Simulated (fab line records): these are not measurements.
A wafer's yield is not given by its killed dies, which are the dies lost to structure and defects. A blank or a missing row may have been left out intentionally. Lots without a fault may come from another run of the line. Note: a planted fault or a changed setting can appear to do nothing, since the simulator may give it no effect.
Which tool is to blame?	flow gf180mcu	at 1 step of a route of 602, 12 lots with 36 wafers sampled

## WHAT THE GAUGES READ, wafer by wafer
GF_STI_THK_MEAS_22.
lot	measured	on	STI_OXIDATION_01_THK (nm)
L075	day 2 09:56	film-metro-03	14.83 14.84 15.08
L077	day 3 01:07	film-metro-01	15.23 14.96 15.12
L079	day 3 06:57	film-metro-02	14.97 14.79 15.11
L081	day 3 16:14	film-metro-03	15.28 15.49 15.38
L083	day 4 02:14	film-metro-01	15.21 15.39 14.95
L085	day 4 12:08	film-metro-02	15.12 15.13 15.27
L087	day 4 22:37	film-metro-01	15.28 15.54 15.36
L089	day 5 08:34	film-metro-01	14.86 14.65 14.87
L091	day 5 18:34	film-metro-01	15.28 15.16 15.03
L093	day 6 05:50	film-metro-02	15.09 15.05 15.16
L095	day 6 16:31	film-metro-02	15.23 15.40 15.24
L097	day 7 03:40	film-metro-01	15.37 15.46 15.52

## EACH LOT AND THE TOOL THAT RAN IT (in order: tool; ch and the chambers of the sampled wafers; start)
The record holds no process step before these readings.

## THE ANSWER, worked out from the rows above alone
Rule: the lots themselves supply what counts as usual. Put in order of their means at a reading, lots are off if they are a third of the lots or fewer, leave a main group of 4 or more, and stand apart from it by a gap of 3 or more times the standard deviation of the main group's means; of several such gaps the widest counts. A main group is skipped when, at the precision printed for the reading in the tables above, its means are all equal. A lot without any number at a reading at which 4 lots or more have one is off too. Where the step has rows for the other lots, those lots are counted as sound.
None of the lots is off at any reading shown; this tells nothing.

## WHAT HAD BEEN PUT IN BY THE SIMULATOR
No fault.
